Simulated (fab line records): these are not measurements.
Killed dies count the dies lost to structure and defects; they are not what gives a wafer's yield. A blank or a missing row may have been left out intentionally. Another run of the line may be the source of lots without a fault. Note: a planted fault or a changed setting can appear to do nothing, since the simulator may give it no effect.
fab line records    flow sky130
[record] lots = 12  wafers = 36  lastDay = 50
route steps=708 shown VIA2@519 METAL3@535 CAPM@537 PAD_OPEN@708
lots that met no fault: taken from a fault-free run of the same line
startH: the number of hours between the record's first day and the start of the first shown wafer of the lot    waitH: how many hours have passed since the lot's step before this one    " as in the row above    L1.1+2: a single row standing in for several wafers    - no value present, or no start provided    * or withheld: withheld    < > ~ a bound
route shown NAME@n: NAME is a module with steps in the file, n the number in the route of the first one    usual: mean/standard deviation taken from wafers without a fault    same: alike in all rows    chamber/n: place in a boat    sites: each site's reading    _std_site: how widely they spread, as a standard deviation    _edge_site: the outer-site mean with the inner-site mean subtracted    radiusMm: for every site, how far away it sits from the centre of the wafer    mask NAME#n: copy n    behind: the last tool/chamber to shape the wafer    hold: what put the lot on hold/how long, in hours/how the hold closed    device: names the non-switching transistor (n, p or np)    end of line: tests of these same wafers at the route's end    a step given without rows: its recipe and nothing more    killed: the dies lost at the first sort to structure and to defects; this is not the yield of the wafer    map: shows each die of a wafer: x if killed, . if not, _ if none is there
set.NAME: setting as actually run; set.NAME@STEP: the setting as run at that earlier step    model.NAME: the simulator's own value behind a step, which no gauge read
one table for each step of the route and one row for each wafer, over a sample of lots
services: from which hour (startH, from the record's first day; less than 0 if before it) a tool's chamber was out of use, for how many hours, and why
[[steps]]
[step SKY_VIA2_CD_MEAS_12]
[recipe] targetCdNm = 200
[usual] cdNm = 199.7/1.7
lot.wafer  tool      chamber  startH   waitH  cdNm
L486.2     cdSem-02  -        849.95   -      199.8
L486.3     "         -        "        "      200.0
L486.6     "         -        "        "      198.3
L487.1     cdSem-02  -        853.74   -      203.3
L487.2     "         -        "        "      201.7
L487.5     "         -        "        "      202.8
L491.1     cdSem-01  -        901.26   -      201.6
L491.2     "         -        "        "      201.9
L491.3     "         -        "        "      201.5
L493.1     cdSem-02  -        905.46   -      198.3
L493.2     "         -        "        "      199.1
L493.5     "         -        "        "      200.2
L494.3     cdSem-01  -        914.53   -      199.5
L494.4     "         -        "        "      199.2
L494.6     "         -        "        "      199.9
L496.1     cdSem-01  -        921.26   -      203.2
L496.3     "         -        "        "      202.5
L496.4     "         -        "        "      201.6
L499.1     cdSem-02  -        944.99   -      198.9
L499.3     "         -        "        "      197.2
L499.5     "         -        "        "      197.8
L501.1     cdSem-02  -        973.06   -      195.7
L501.4     "         -        "        "      196.2
L501.6     "         -        "        "      195.9
L500.2     cdSem-01  -        982.98   -      197.9
L500.4     "         -        "        "      197.3
L500.5     "         -        "        "      198.3
L504.3     cdSem-02  -        984.17   -      200.3
L504.4     "         -        "        "      200.8
L504.6     "         -        "        "      199.5
L506.1     cdSem-02  -        1009.49  -      202.0
L506.2     "         -        "        "      201.3
L506.4     "         -        "        "      201.6
L507.1     cdSem-01  -        1015.59  -      201.5
L507.2     "         -        "        "      201.5
L507.3     "         -        "        "      199.9
[step SKY_VIA2_OVL_MEAS_13]
[usual] VIA2_OVL = -1/4.9
lot.wafer  tool        chamber  startH   waitH  VIA2_OVL[nm]
L486.2     overlay-01  -        850.05   0.1    -7
L486.3     "           -        "        "      -5
L486.6     "           -        "        "      -9
L487.1     overlay-01  -        853.86   0.1    -4
L487.2     "           -        "        "      -3
L487.5     "           -        "        "      -8
L491.1     overlay-01  -        901.38   0.1    -4
L491.2     "           -        "        "      7
L491.3     "           -        "        "      -2
L493.1     overlay-02  -        905.58   0.1    -2
L493.2     "           -        "        "      -1
L493.5     "           -        "        "      -1
L494.3     overlay-02  -        914.62   0.1    -5
L494.4     "           -        "        "      -7
L494.6     "           -        "        "      -2
L496.1     overlay-02  -        921.38   0.1    -7
L496.3     "           -        "        "      -7
L496.4     "           -        "        "      -8
L499.1     overlay-02  -        945.11   0.1    4
L499.3     "           -        "        "      0
L499.5     "           -        "        "      4
L501.1     overlay-01  -        973.18   0.1    0
L501.4     "           -        "        "      7
L501.6     "           -        "        "      7
L500.2     overlay-01  -        983.09   0.1    -5
L500.4     "           -        "        "      -4
L500.5     "           -        "        "      -1
L504.3     overlay-01  -        984.26   0.1    1
L504.4     "           -        "        "      1
L504.6     "           -        "        "      2
L506.1     overlay-01  -        1009.61  0.1    -2
L506.2     "           -        "        "      4
L506.4     "           -        "        "      2
L507.1     overlay-01  -        1015.71  0.1    4
L507.2     "           -        "        "      5
L507.3     "           -        "        "      6
[step SKY_METAL3_SPUTTER_03]
[recipe] material = Ti  targetThkNm = 5  powerW = 3000  timeS = 3.3  chamberPressurePa = 0.4
[usual] cathodeDcPowerW = 2999.9/0.55  chamberPressurePa = 0.4001/0.0009  throttleValvePct = 29.7/0.83
lot.wafer  tool           chamber  startH   waitH  cathodeDcPowerW  chamberPressurePa  throttleValvePct
L486.2     pvdSputter-04  -        851.58   0.0    2999.0           0.4001             29.2
L486.3     "              -        "        "      2999.5           0.4005             30.6
L486.6     "              -        "        "      2999.9           0.3994             29.3
L487.1     pvdSputter-01  -        855.38   0.0    3000.2           0.3998             30.8
L487.2     "              -        "        "      2999.7           0.4013             29.6
L487.5     "              -        "        "      2999.5           0.4008             30.0
L491.1     pvdSputter-01  -        902.88   0.0    2999.8           0.3987             29.6
L491.2     "              -        "        "      3000.9           0.4011             29.4
L491.3     "              -        "        "      2999.9           0.3984             28.6
L493.1     pvdSputter-01  -        907.07   0.0    -                -                  -
L493.2     "              -        "        "      -                -                  -
L493.5     "              -        "        "      -                -                  -
L494.3     pvdSputter-02  -        916.22   0.0    -                -                  -
L494.4     "              -        "        "      -                -                  -
L494.6     "              -        "        "      -                -                  -
L496.1     pvdSputter-01  -        922.87   0.0    -                -                  -
L496.3     "              -        "        "      -                -                  -
L496.4     "              -        "        "      -                -                  -
L499.1     pvdSputter-04  -        946.69   0.0    2998.5           0.3990             28.4
L499.3     "              -        "        "      2998.8           0.3991             29.1
L499.5     "              -        "        "      2999.5           0.3998             29.3
L501.1     pvdSputter-04  -        974.69   0.0    3000.1           0.4011             30.7
L501.4     "              -        "        "      3000.6           0.3994             29.3
L501.6     "              -        "        "      2999.3           0.4006             28.8
L500.2     pvdSputter-01  -        984.75   0.0    2999.5           0.3997             29.6
L500.4     "              -        "        "      3000.0           0.3992             28.9
L500.5     "              -        "        "      2999.9           0.4011             30.6
L504.3     pvdSputter-01  -        985.80   0.0    3000.3           0.3986             28.9
L504.4     "              -        "        "      3000.5           0.3995             29.8
L504.6     "              -        "        "      2999.8           0.4011             29.4
L506.1     pvdSputter-01  -        1011.24  0.0    2998.9           0.4019             29.6
L506.2     "              -        "        "      3000.4           0.4013             30.6
L506.4     "              -        "        "      3000.1           0.4015             29.0
L507.1     pvdSputter-02  -        1017.20  0.0    2999.2           0.3991             30.0
L507.2     "              -        "        "      3000.0           0.3999             32.1
L507.3     "              -        "        "      2999.9           0.3995             30.0
[step SKY_CAPM_CVD_00]
[recipe] material = SiO2  targetThkNm = 15.5  tempC = 400  timeS = withheld  rfW = 450
[usual] heaterPowerW = 742/100  rfFwdPowerW = 443.0/2.8
lot.wafer  tool      chamber  startH   waitH  heaterPowerW  rfFwdPowerW
L486.2     pecvd-01  2        851.64   0.0    848           444.5
L486.3     "         0        "        "      601           444.9
L486.6     "         0        "        "      610           443.0
L487.1     pecvd-01  2        855.45   0.0    877           443.3
L487.2     "         1        "        "      718           445.5
L487.5     "         0        "        "      607           444.1
L491.1     pecvd-01  1        902.95   0.0    646           443.5
L491.2     "         2        "        "      761           442.9
L491.3     "         0        "        "      617           443.0
L493.1     pecvd-02  2        907.14   0.0    782           440.8
L493.2     "         0        "        "      842           442.3
L493.5     "         1        "        "      892           440.9
L494.3     pecvd-02  2        916.29   0.0    878           442.8
L494.4     "         0        "        "      855           439.0
L494.6     "         2        "        "      901           443.4
L496.1     pecvd-04  2        922.94   0.0    656           443.3
L496.3     "         1        "        "      549           446.9
L496.4     "         1        "        "      555           444.5
L499.1     pecvd-04  1        946.76   0.0    625           446.1
L499.3     "         2        "        "      710           448.1
L499.5     "         2        "        "      696           445.6
L501.1     pecvd-04  0        974.75   0.0    732           439.1
L501.4     "         2        "        "      683           445.8
L501.6     "         0        "        "      744           438.9
L500.2     pecvd-02  0        984.82   0.0    750           440.9
L500.4     "         0        "        "      754           441.4
L500.5     "         0        "        "      724           440.9
L504.3     pecvd-04  1        985.87   0.0    637           444.0
L504.4     "         1        "        "      646           445.9
L504.6     "         0        "        "      692           440.1
L506.1     pecvd-04  1        1011.31  0.0    511           443.7
L506.2     "         2        "        "      756           447.6
L506.4     "         0        "        "      762           439.8
L507.1     pecvd-04  1        1017.27  0.0    559           443.9
L507.2     "         0        "        "      751           438.5
L507.3     "         2        "        "      735           445.1
[step SKY_PAD_OPEN_PROBE_99]
[usual] defectLimitedYield = 82.4/2.1  killed_at_M0_to_M3 = 44/7  killed_at_M4_up = 3.0/1.9  killedAtContacts = 24/5.4  killedAtFrontEnd = 15/4.6  killedAtOther = 0.3/0.5  killedDies = 87/10  killedOpen = 47/7  killedShort = 40/6.2  sort_bin_3_pad_short = 0.9/0.5  sort_bin_5_function = 10.4/1.4  sort_bin_6_memory = 6.3/1.2  sortNPass = 405/10  sortYieldPct = 82.4/2.1
[same] grossDies = 492  killedAtBackSide = 0  sort_bin_4_leakage[%] = 0  sort_bin_8_speed[%] = 0
lot.wafer  tool       chamber  startH   waitH  defectLimitedYield[%]  killed_at_M0_to_M3  killed_at_M4_up  killedAtContacts  killedAtFrontEnd  killedAtOther  killedDies  killedOpen  killedShort  sort_bin_3_pad_short[%]  sort_bin_5_function[%]  sort_bin_6_memory[%]  sortNPass  sortYieldPct[%]
L486.2     prober-01  -        1076.75  0.1    83.3                   45                  3                22                12                0              82          43          39           1.0                      9.6                     6.1                   410        83.3
L486.3     prober-01  -        1076.80  0.2    83.9                   39                  0                24                16                0              79          46          33           0.4                      11.2                    4.5                   413        83.9
L486.6     prober-01  -        1076.95  0.2    83.9                   42                  3                21                13                0              79          43          36           0.4                      8.9                     6.7                   413        83.9
L487.1     prober-02  -        1078.90  0.1    82.9                   41                  1                23                19                0              84          48          36           1.2                      9.3                     6.5                   408        82.9
L487.2     prober-02  -        1078.95  0.1    80.5                   42                  5                34                14                1              96          42          54           2.6                      10.2                    6.7                   396        80.5
L487.5     prober-02  -        1079.10  0.2    83.5                   47                  1                21                11                1              81          46          35           0.8                      9.6                     6.1                   411        83.5
L491.1     prober-02  -        1117.46  0.1    84.3                   42                  3                22                10                0              77          39          38           1.0                      7.1                     7.5                   415        84.3
L491.2     prober-02  -        1117.51  0.1    81.1                   42                  2                24                23                2              93          53          40           0.8                      10.8                    7.3                   399        81.1
L491.3     prober-02  -        1117.56  0.2    81.5                   48                  4                20                19                0              91          49          42           0.6                      9.8                     8.1                   401        81.5
L493.1     prober-02  -        1120.55  0.1    82.1                   48                  1                28                11                0              88          46          42           1.6                      9.1                     7.1                   404        82.1
L493.2     prober-02  -        1120.60  0.1    80.5                   49                  3                23                20                1              96          62          34           1.2                      12.0                    6.3                   396        80.5
L493.5     prober-02  -        1120.75  0.2    80.9                   40                  2                33                18                1              94          53          41           0.8                      10.8                    7.5                   398        80.9
L494.3     prober-01  -        1128.21  0.2    80.7                   56                  5                18                16                0              95          49          46           1.4                      11.8                    6.1                   397        80.7
L494.4     prober-01  -        1128.26  0.2    81.7                   58                  1                19                12                0              90          50          40           0.8                      10.8                    6.7                   402        81.7
L494.6     prober-01  -        1128.36  0.2    83.7                   45                  2                17                16                0              80          47          33           0.2                      9.8                     6.3                   412        83.7
L496.1     prober-02  -        1131.05  0.1    83.1                   41                  3                22                17                0              83          45          38           0.4                      10.0                    6.5                   409        83.1
L496.3     prober-02  -        1131.15  0.2    77.6                   57                  2                31                20                0              110         58          52           1.6                      11.4                    9.3                   382        77.6
L496.4     prober-02  -        1131.20  0.2    80.5                   48                  1                31                15                1              96          50          46           1.0                      11.8                    6.7                   396        80.5
L499.1     prober-02  -        1151.81  0.1    86.4                   36                  1                12                17                1              67          35          32           0.8                      8.3                     4.5                   425        86.4
L499.3     prober-02  -        1151.91  0.2    79.3                   61                  4                21                15                1              102         52          50           1.2                      11.4                    8.1                   390        79.3
L499.5     prober-02  -        1152.01  0.2    79.5                   45                  6                28                22                0              101         57          44           0.6                      10.6                    9.3                   391        79.5
L501.1     prober-01  -        1170.05  0.1    85.2                   41                  0                16                15                1              73          45          28           0.2                      8.7                     5.9                   419        85.2
L501.4     prober-01  -        1170.20  0.2    82.7                   46                  0                28                11                0              85          49          36           1.2                      10.6                    5.5                   407        82.7
L501.6     prober-01  -        1170.30  0.2    80.9                   46                  3                24                21                0              94          46          48           0.8                      12.4                    5.9                   398        80.9
L500.2     prober-01  -        1178.85  0.1    86.2                   34                  5                20                9                 0              68          35          33           1.2                      8.3                     4.3                   424        86.2
L500.4     prober-01  -        1178.95  0.2    80.3                   42                  6                29                20                0              97          56          41           0.6                      11.6                    7.5                   395        80.3
L500.5     prober-01  -        1179.00  0.2    85.0                   39                  4                20                11                0              74          45          29           0.6                      9.1                     5.3                   418        85.0
L504.3     prober-02  -        1180.40  0.2    80.5                   46                  3                25                22                0              96          53          43           1.0                      11.6                    6.9                   396        80.5
L504.4     prober-02  -        1180.45  0.2    83.1                   50                  4                19                10                0              83          46          37           1.2                      9.6                     6.1                   409        83.1
L504.6     prober-02  -        1180.55  0.2    81.1                   45                  2                29                17                0              93          60          33           1.4                      12.8                    4.7                   399        81.1
L506.1     prober-01  -        1198.31  0.1    83.5                   39                  2                20                20                0              81          42          39           1.6                      8.3                     6.5                   411        83.5
L506.2     prober-01  -        1198.36  0.1    83.3                   40                  2                20                20                0              82          44          38           0.8                      8.9                     6.9                   410        83.3
L506.4     prober-01  -        1198.46  0.2    83.5                   45                  4                20                12                0              81          43          38           0.4                      10.4                    5.7                   411        83.5
L507.1     prober-02  -        1201.53  0.1    82.7                   50                  3                22                9                 1              85          50          35           0.2                      11.8                    5.3                   407        82.7
L507.2     prober-02  -        1201.58  0.1    85.8                   32                  3                24                11                0              70          40          30           1.2                      8.1                     4.9                   422        85.8
L507.3     prober-02  -        1201.63  0.2    83.5                   49                  2                18                11                1              81          42          39           1.2                      10.2                    5.1                   411        83.5
// killed by level:class
L486.2 CONTACT:geometricParticle:open=10 VIA1:geometricParticle:open=9 METAL1:geometricParticle:short=8 VIA2:geometricParticle:short=8 VIA2:geometricParticle:open=5 VIA3:geometricParticle:open=5 CONTACT:geometricParticle:short=4 FIELD_ISO:geometricParticle:short=3
L486.3 CONTACT:geometricParticle:open=13 VIA1:geometricParticle:open=9 LI_CONTACT:geometricParticle:open=7 VIA2:geometricParticle:short=6 VIA2:geometricParticle:open=5 POLY_GATE:geometricParticle:short=5 VIA3:geometricParticle:open=5 METAL1:geometricParticle:short=4
L486.6 VIA1:geometricParticle:open=9 CONTACT:geometricParticle:open=8 METAL1:geometricParticle:short=7 VIA2:geometricParticle:open=7 LI_CONTACT:geometricParticle:open=5 FIELD_ISO:geometricParticle:open=4 POLY_GATE:geometricParticle:short=4 VIA1:geometricParticle:short=4
L487.1 VIA1:geometricParticle:open=11 VIA2:geometricParticle:open=8 LI_CONTACT:geometricParticle:open=7 CONTACT:geometricParticle:open=6 POLY_GATE:geometricParticle:short=5 CONTACT:geometricParticle:short=5 FIELD_ISO:geometricParticle:short=4 FIELD_ISO:geometricParticle:open=4
L487.2 CONTACT:geometricParticle:short=11 CONTACT:geometricParticle:open=10 VIA1:geometricParticle:open=10 VIA2:geometricParticle:short=6 LOCAL_INTERCONNECT:geometricParticle:short=5 METAL2:geometricParticle:short=5 METAL4:geometricParticle:short=5 LI_CONTACT:geometricParticle:short=4
L487.5 LI_CONTACT:geometricParticle:open=9 VIA1:geometricParticle:open=8 VIA3:geometricParticle:open=7 VIA2:geometricParticle:open=6 VIA2:geometricParticle:short=6 POLY_GATE:geometricParticle:open=4 LI_CONTACT:geometricParticle:short=4 METAL1:geometricParticle:short=4
L491.1 VIA2:geometricParticle:open=9 LOCAL_INTERCONNECT:geometricParticle:short=7 VIA3:geometricParticle:open=7 LI_CONTACT:geometricParticle:open=6 METAL1:geometricParticle:short=5 CONTACT:geometricParticle:open=4 VIA1:geometricParticle:short=4 VIA1:geometricParticle:open=4
L491.2 VIA3:geometricParticle:open=11 VIA1:geometricParticle:open=9 FIELD_ISO:geometricParticle:short=6 POLY_GATE:geometricParticle:short=6 LI_CONTACT:geometricParticle:open=6 FIELD_ISO:geometricParticle:open=5 CONTACT:geometricParticle:open=5 LOCAL_INTERCONNECT:geometricParticle:short=5
L491.3 VIA1:geometricParticle:open=11 METAL1:geometricParticle:short=11 CONTACT:geometricParticle:open=8 FIELD_ISO:geometricParticle:open=7 VIA2:geometricParticle:short=6 VIA3:geometricParticle:short=6 LI_CONTACT:geometricParticle:open=5 POLY_GATE:geometricParticle:short=4
L493.1 LI_CONTACT:geometricParticle:open=12 VIA2:geometricParticle:open=11 METAL1:geometricParticle:short=9 LOCAL_INTERCONNECT:geometricParticle:short=7 VIA1:geometricParticle:open=5 VIA2:geometricParticle:short=5 CONTACT:geometricParticle:open=4 VIA3:geometricParticle:open=4
L493.2 VIA2:geometricParticle:open=13 CONTACT:geometricParticle:open=10 VIA3:geometricParticle:open=6 LI_CONTACT:geometricParticle:open=6 VIA1:geometricParticle:open=6 FIELD_ISO:geometricParticle:short=5 POLY_GATE:geometricParticle:open=5 VIA1:geometricParticle:short=5
L493.5 CONTACT:geometricParticle:open=15 LI_CONTACT:geometricParticle:open=7 VIA2:geometricParticle:open=7 VIA1:geometricParticle:open=7 VIA3:geometricParticle:open=6 POLY_GATE:geometricParticle:short=5 CONTACT:geometricParticle:short=5 FIELD_ISO:geometricParticle:short=4
L494.3 VIA2:geometricParticle:open=11 VIA1:geometricParticle:open=9 METAL2:geometricParticle:short=9 LI_CONTACT:geometricParticle:open=8 FIELD_ISO:geometricParticle:short=7 VIA2:geometricParticle:short=6 METAL1:geometricParticle:short=6 CONTACT:geometricParticle:open=4
L494.4 VIA1:geometricParticle:open=14 METAL2:geometricParticle:short=7 CONTACT:geometricParticle:open=6 METAL1:geometricParticle:short=6 VIA3:geometricParticle:open=6 FIELD_ISO:geometricParticle:open=5 LI_CONTACT:geometricParticle:open=5 VIA1:geometricParticle:short=5
L494.6 VIA2:geometricParticle:open=9 CONTACT:geometricParticle:open=7 VIA1:geometricParticle:open=7 LI_CONTACT:geometricParticle:open=6 METAL1:geometricParticle:short=6 VIA1:geometricParticle:short=6 METAL2:geometricParticle:short=5 POLY_GATE:geometricParticle:open=4
L496.1 VIA1:geometricParticle:open=10 CONTACT:geometricParticle:open=9 FIELD_ISO:geometricParticle:open=7 VIA1:geometricParticle:short=6 LI_CONTACT:geometricParticle:open=5 VIA2:geometricParticle:open=5 FIELD_ISO:geometricParticle:short=4 METAL1:geometricParticle:short=4
L496.3 VIA1:geometricParticle:open=16 CONTACT:geometricParticle:open=14 METAL1:geometricParticle:short=8 CONTACT:geometricParticle:short=7 POLY_GATE:geometricParticle:open=6 VIA2:geometricParticle:short=6 LI_CONTACT:geometricParticle:open=6 VIA1:geometricParticle:short=6
L496.4 LI_CONTACT:geometricParticle:open=10 VIA1:geometricParticle:open=10 CONTACT:geometricParticle:open=9 VIA1:geometricParticle:short=9 CONTACT:geometricParticle:short=7 VIA3:geometricParticle:open=7 METAL2:geometricParticle:short=6 FIELD_ISO:geometricParticle:short=5
L499.1 VIA1:geometricParticle:open=11 FIELD_ISO:geometricParticle:open=6 VIA3:geometricParticle:open=5 POLY_GATE:geometricParticle:short=4 LOCAL_INTERCONNECT:geometricParticle:short=4 VIA1:geometricParticle:short=4 METAL2:geometricParticle:short=4 FIELD_ISO:geometricParticle:short=3
L499.3 VIA1:geometricParticle:open=12 VIA3:geometricParticle:open=10 CONTACT:geometricParticle:open=8 METAL2:geometricParticle:short=7 VIA3:geometricParticle:short=6 VIA1:geometricParticle:short=6 METAL1:geometricParticle:open=6 LI_CONTACT:geometricParticle:open=5
L499.5 VIA1:geometricParticle:open=13 LOCAL_INTERCONNECT:geometricParticle:short=9 CONTACT:geometricParticle:open=8 METAL1:geometricParticle:short=8 FIELD_ISO:geometricParticle:short=7 VIA2:geometricParticle:open=6 VIA3:geometricParticle:open=6 LI_CONTACT:geometricParticle:open=5
L501.1 VIA1:geometricParticle:open=10 VIA3:geometricParticle:open=9 VIA2:geometricParticle:open=9 LI_CONTACT:geometricParticle:open=4 CONTACT:geometricParticle:short=4 FIELD_ISO:geometricParticle:short=3 POLY_GATE:geometricParticle:short=3 SPACER:geometricParticle:short=3
L501.4 CONTACT:geometricParticle:open=11 VIA2:geometricParticle:open=10 LI_CONTACT:geometricParticle:open=8 METAL1:geometricParticle:short=8 VIA1:geometricParticle:open=8 VIA1:geometricParticle:short=5 METAL2:geometricParticle:short=5 CONTACT:geometricParticle:short=4
L501.6 VIA2:geometricParticle:open=10 LI_CONTACT:geometricParticle:open=9 CONTACT:geometricParticle:short=8 VIA1:geometricParticle:short=8 POLY_GATE:geometricParticle:short=7 VIA3:geometricParticle:open=7 FIELD_ISO:geometricParticle:open=6 VIA1:geometricParticle:open=6
L500.2 CONTACT:geometricParticle:open=7 LI_CONTACT:geometricParticle:open=7 VIA1:geometricParticle:open=7 VIA1:geometricParticle:short=6 METAL2:geometricParticle:short=5 POLY_GATE:geometricParticle:open=4 METAL1:geometricParticle:short=4 METAL3:geometricParticle:short=4
L500.4 VIA1:geometricParticle:open=18 CONTACT:geometricParticle:open=9 VIA3:geometricParticle:open=8 LOCAL_INTERCONNECT:geometricParticle:short=6 LI_CONTACT:geometricParticle:open=5 VIA1:geometricParticle:short=5 CONTACT:geometricParticle:short=5 FIELD_ISO:geometricParticle:short=4
L500.5 VIA1:geometricParticle:open=13 LI_CONTACT:geometricParticle:open=8 CONTACT:geometricParticle:open=7 VIA2:geometricParticle:open=7 POLY_GATE:geometricParticle:open=4 METAL1:geometricParticle:short=4 VIA1:geometricParticle:short=4 METAL2:geometricParticle:short=4
L504.3 VIA1:geometricParticle:open=14 LI_CONTACT:geometricParticle:open=12 CONTACT:geometricParticle:open=7 FIELD_ISO:geometricParticle:short=5 METAL1:geometricParticle:short=5 VIA2:geometricParticle:short=5 VIA2:geometricParticle:open=5 FIELD_ISO:geometricParticle:open=4
L504.4 VIA1:geometricParticle:open=14 METAL2:geometricParticle:short=9 CONTACT:geometricParticle:open=7 VIA2:geometricParticle:open=7 METAL1:geometricParticle:short=5 VIA3:geometricParticle:open=5 LI_CONTACT:geometricParticle:open=4 LOCAL_INTERCONNECT:geometricParticle:short=3
L504.6 VIA1:geometricParticle:open=18 LI_CONTACT:geometricParticle:open=10 CONTACT:geometricParticle:open=9 METAL2:geometricParticle:short=8 VIA3:geometricParticle:open=7 FIELD_ISO:geometricParticle:short=5 FIELD_ISO:geometricParticle:open=4 LI_CONTACT:geometricParticle:short=4
L506.1 LI_CONTACT:geometricParticle:open=7 VIA1:geometricParticle:open=7 POLY_GATE:geometricParticle:short=6 CONTACT:geometricParticle:open=6 VIA2:geometricParticle:open=6 VIA3:geometricParticle:short=5 POLY_GATE:geometricParticle:open=4 METAL2:geometricParticle:short=4
L506.2 VIA1:geometricParticle:open=7 VIA3:geometricParticle:open=6 CONTACT:geometricParticle:open=6 FIELD_ISO:geometricParticle:short=5 POLY_GATE:geometricParticle:open=5 LI_CONTACT:geometricParticle:open=5 METAL1:geometricParticle:short=5 METAL2:geometricParticle:short=5
L506.4 VIA2:geometricParticle:open=11 VIA1:geometricParticle:open=9 METAL2:geometricParticle:short=8 CONTACT:geometricParticle:open=7 METAL1:geometricParticle:short=6 VIA3:geometricParticle:open=5 FIELD_ISO:geometricParticle:short=4 LOCAL_INTERCONNECT:geometricParticle:short=4
L507.1 VIA1:geometricParticle:open=17 CONTACT:geometricParticle:open=9 VIA1:geometricParticle:short=8 VIA2:geometricParticle:open=6 VIA3:geometricParticle:open=6 LI_CONTACT:geometricParticle:open=5 METAL1:geometricParticle:short=3 LOCAL_INTERCONNECT:geometricParticle:short=3
L507.2 VIA1:geometricParticle:open=14 CONTACT:geometricParticle:open=10 VIA1:geometricParticle:short=6 LI_CONTACT:geometricParticle:short=4 LI_CONTACT:geometricParticle:open=4 CONTACT:geometricParticle:short=4 METAL1:geometricParticle:short=3 FIELD_ISO:geometricParticle:short=2
L507.3 VIA1:geometricParticle:open=10 VIA3:geometricParticle:short=7 LI_CONTACT:geometricParticle:open=6 CONTACT:geometricParticle:open=6 VIA1:geometricParticle:short=6 VIA2:geometricParticle:open=6 METAL2:geometricParticle:short=5 VIA3:geometricParticle:open=4
[[services]]
tool           chamber  startH   hours  kind
pvdSputter-02  -        828.11   2.0    repair
pecvd-02       0        840.70   5.5    scheduledDown
pecvd-02       1        844.63   6.2    repair
pecvd-04       1        870.33   3.5    repair
pecvd-01       1        875.59   5.5    scheduledDown
pecvd-04       1        876.44   21.0   repair
pecvd-04       -        877.88   5.5    pm
pvdSputter-02  -        880.78   6.8    repair
pvdSputter-01  -        886.78   1.3    repair
pecvd-04       -        949.98   2.9    repair
pecvd-02       2        955.87   8.7    repair
pecvd-02       -        970.38   6.0    pm
pecvd-02       1        983.86   -      clean
pecvd-02       1        983.86   29.5   scheduledDown
pecvd-02       1        983.86   29.5   ventCycle
pecvd-02       2        993.27   5.5    repair
pecvd-01       0        996.08   5.5    scheduledDown
pecvd-04       -        1004.99  0.4    repair
pecvd-04       0        1005.32  5.5    scheduledDown
pvdSputter-01  -        1008.20  1.7    repair
pecvd-02       1        1013.36  5.5    scheduledDown
[[key]]
[firstSign] step = SKY_METAL3_SPUTTER_03  reading = toolRecord  direction = missing
effect none on later readings
metAt SKY_METAL3_SPUTTER_03
struckLots L493,L494,L496
notActingAt SKY_VIA2_CD_MEAS_12,SKY_VIA2_OVL_MEAS_13,SKY_CAPM_CVD_00
onsetBetween 902.88 907.07
[fault] kind = skippedStepWhole  tool = pvdSputter-01,pvdSputter-02  chamber = -  onsetH = 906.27  steps = SKY_METAL3_SPUTTER_03  scope = struckLotsOnly
